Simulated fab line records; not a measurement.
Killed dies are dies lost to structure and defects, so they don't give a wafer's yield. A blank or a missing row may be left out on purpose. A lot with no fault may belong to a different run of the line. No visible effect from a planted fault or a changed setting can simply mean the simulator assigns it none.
Which of the tools did it? / flow sky130 / 6 lots, 16 wafers sampled, at 5 steps of a route of 708

WHAT THE GAUGES SHOWED, per wafer
SKY_LDD_N_OVL_MEAS_07.
lot=L234; measured=day 20 06:05; on=overlay-02; LDD_N_OVL (nm)=0.3 0.3
lot=L238; measured=day 21 20:20; on=overlay-02; LDD_N_OVL (nm)=-1.1 -3.6
lot=L243; measured=day 23 13:17; on=overlay-02; LDD_N_OVL (nm)=-0.5 -0.2 -1.3
lot=L246; measured=day 24 13:52; on=overlay-02; LDD_N_OVL (nm)=-2.7 -3.8 -2.8
lot=L248; measured=day 25 07:16; on=overlay-02; LDD_N_OVL (nm)=1.0 -1.6 -1.0
lot=L250; measured=day 26 02:40; on=overlay-01; LDD_N_OVL (nm)=-0.8 -1.1 -1.9

WHICH TOOL RAN EACH LOT (tool, then ch and the chambers of the sampled wafers, then the start)
lot=L234; SKY_SONOS_ONO_ETCH_15=rie_diel-04 ch 0,1, day 14 21:35; SKY_SONOS_ONO_STRIP_17=plasma_asher-01 ch 0,1, day 14 21:44; SKY_POLY_GATE_ETCH_17=rie_si-01 ch 2,3, day 18 21:25; SKY_POLY_GATE_STRIP_18=plasma_asher-04 ch 0, day 18 21:30
lot=L238; SKY_SONOS_ONO_ETCH_15=rie_diel-02 ch 1,2, day 16 09:44; SKY_SONOS_ONO_STRIP_17=plasma_asher-01 ch 0,1, day 16 09:50; SKY_POLY_GATE_ETCH_17=rie_si-01 ch 1,3, day 20 11:16; SKY_POLY_GATE_STRIP_18=plasma_asher-02 ch 0,1, day 20 11:20
lot=L243; SKY_SONOS_ONO_ETCH_15=rie_diel-02 ch 0,1,3, day 18 00:04; SKY_SONOS_ONO_STRIP_17=plasma_asher-01 ch 0,1, day 18 00:13; SKY_POLY_GATE_ETCH_17=rie_si-02 ch 2,3, day 22 05:52; SKY_POLY_GATE_STRIP_18=plasma_asher-01 ch 0,1, day 22 05:57
lot=L246; SKY_SONOS_ONO_ETCH_15=rie_diel-02 ch 0,1, day 19 01:17; SKY_SONOS_ONO_STRIP_17=plasma_asher-03 ch 0,1, day 19 01:24; SKY_POLY_GATE_ETCH_17=rie_si-01 ch 0,1,2, day 23 06:01; SKY_POLY_GATE_STRIP_18=plasma_asher-01 ch 0,1, day 23 06:05
lot=L248; SKY_SONOS_ONO_ETCH_15=rie_diel-04 ch 1,2,3, day 19 20:10; SKY_SONOS_ONO_STRIP_17=plasma_asher-02 ch 0,1, day 19 20:17; SKY_POLY_GATE_ETCH_17=rie_si-01 ch 1,2,3, day 24 00:16; SKY_POLY_GATE_STRIP_18=plasma_asher-02 ch 0,1, day 24 00:20
lot=L250; SKY_SONOS_ONO_ETCH_15=rie_diel-01 ch 2,3, day 20 13:38; SKY_SONOS_ONO_STRIP_17=plasma_asher-02 ch 0,1, day 20 13:45; SKY_POLY_GATE_ETCH_17=rie_si-01 ch 0,1,2, day 24 18:46; SKY_POLY_GATE_STRIP_18=plasma_asher-01 ch 0,1, day 24 18:49
- SKY_SONOS_ONO_ETCH_15: etches the open film in CHF3/O2, target depth 19.52 nm, time 7.8 s.
- SKY_SONOS_ONO_STRIP_17: strips in O2/N2.
- SKY_POLY_GATE_ETCH_17: etches poly-Si in HBr/Cl2, stops on SiO2, target depth 180 nm, time 70.5 s.
- SKY_POLY_GATE_STRIP_18: strips in O2/N2.

THE ANSWER, worked out from the rows above alone
Rule: usual is defined by the lots themselves. Put in order of their means at a reading, lots are off if they are a third of the lots or fewer, leave a main group of 4 or more, and stand apart from it by a gap of 3 or more times the standard deviation of the main group's means; of several such gaps the widest counts. If all means in a main group match to the digits the tables above print for the reading, that group is not used. A lot without any number at a reading at which 4 lots or more have one is off too. The other lots that the step has rows for count as sound.
Nothing can be told from this: no lot is off at any reading shown.

WHAT THE SIMULATOR PUT IN
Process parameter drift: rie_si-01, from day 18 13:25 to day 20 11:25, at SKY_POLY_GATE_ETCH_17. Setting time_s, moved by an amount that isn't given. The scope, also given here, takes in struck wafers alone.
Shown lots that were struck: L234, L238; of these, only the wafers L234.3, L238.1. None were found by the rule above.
